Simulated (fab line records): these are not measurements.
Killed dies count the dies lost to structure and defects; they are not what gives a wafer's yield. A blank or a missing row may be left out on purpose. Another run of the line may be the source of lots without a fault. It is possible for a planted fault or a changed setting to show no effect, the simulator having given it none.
Matching of chambers | flow sky130 | hdpcvd-02 running SKY_VIA4_HDPCVD_00: 3 sister chambers
The step deposits SiO2, target thk 1750 nm, time 291.7 s. 16 wafers are shown with their chamber, then 8 later ones without.

## WAFERS, EACH WITH ITS CHAMBER
wafer  | chamber | runLengthS (s)
L647.1 | 0       | 319.8
L647.3 | 2       | 319.8
L647.6 | 1       | 319.0
L648.3 | 0       | 320.3
L648.4 | 2       | 319.1
L648.5 | 1       | 318.9
L650.1 | 2       | 318.9
L650.3 | 1       | 318.6
L650.4 | 2       | 319.1
L651.3 | 1       | 318.9
L651.5 | 1       | 319.6
L651.6 | 0       | 319.6
L652.2 | 2       | 319.2
L652.3 | 0       | 320.1
L652.5 | 0       | 319.7
L664.3 | 0       | 319.7

SIGNATURES, as means of the wafers listed above
reading    | chamber 0 | chamber 1 | chamber 2 | scatter within a chamber
runLengthS | 319.867   | 319.000   | 319.220   | 0.326
Rule: for each reading, subtract the chamber's mean from the wafer's reading, divide by that reading's scatter and square the result; add these up over the readings and take the root, which gives the wafer's distance from the chamber. If the next closest chamber is less than 2 further off than the closest, the wafer can't be placed; otherwise it belongs to the closest. How the scatter is found: for the shown wafers, subtract from each reading the mean of its chamber, square and add these, divide the total by (wafers less chambers), then take the root.

## WAFERS WITHOUT THEIR CHAMBER
wafer  | runLengthS (s)
L664.4 | 319.4
L664.5 | 318.7
L668.2 | 319.4
L668.4 | 318.8
L668.5 | 319.1
L669.3 | 318.5
L669.5 | 320.2
L669.6 | 319.1

## WHICH CHAMBER EACH ONE RAN IN
wafer  | from the rows above          | in truth
L664.4 | can't be placed: 2 or 1 or 0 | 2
L664.5 | can't be placed: 1 or 2      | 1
L668.2 | can't be placed: 2 or 1 or 0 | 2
L668.4 | can't be placed: 1 or 2      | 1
L668.5 | can't be placed: 1 or 2      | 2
L669.3 | can't be placed: 1 or 2      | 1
L669.5 | can't be placed: 0 or 2      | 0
L669.6 | can't be placed: 1 or 2      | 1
Placed correctly: 0 of 8. Can't be placed from these rows: 8 (the true chamber is among the candidates in 8). 0 placed wrongly.
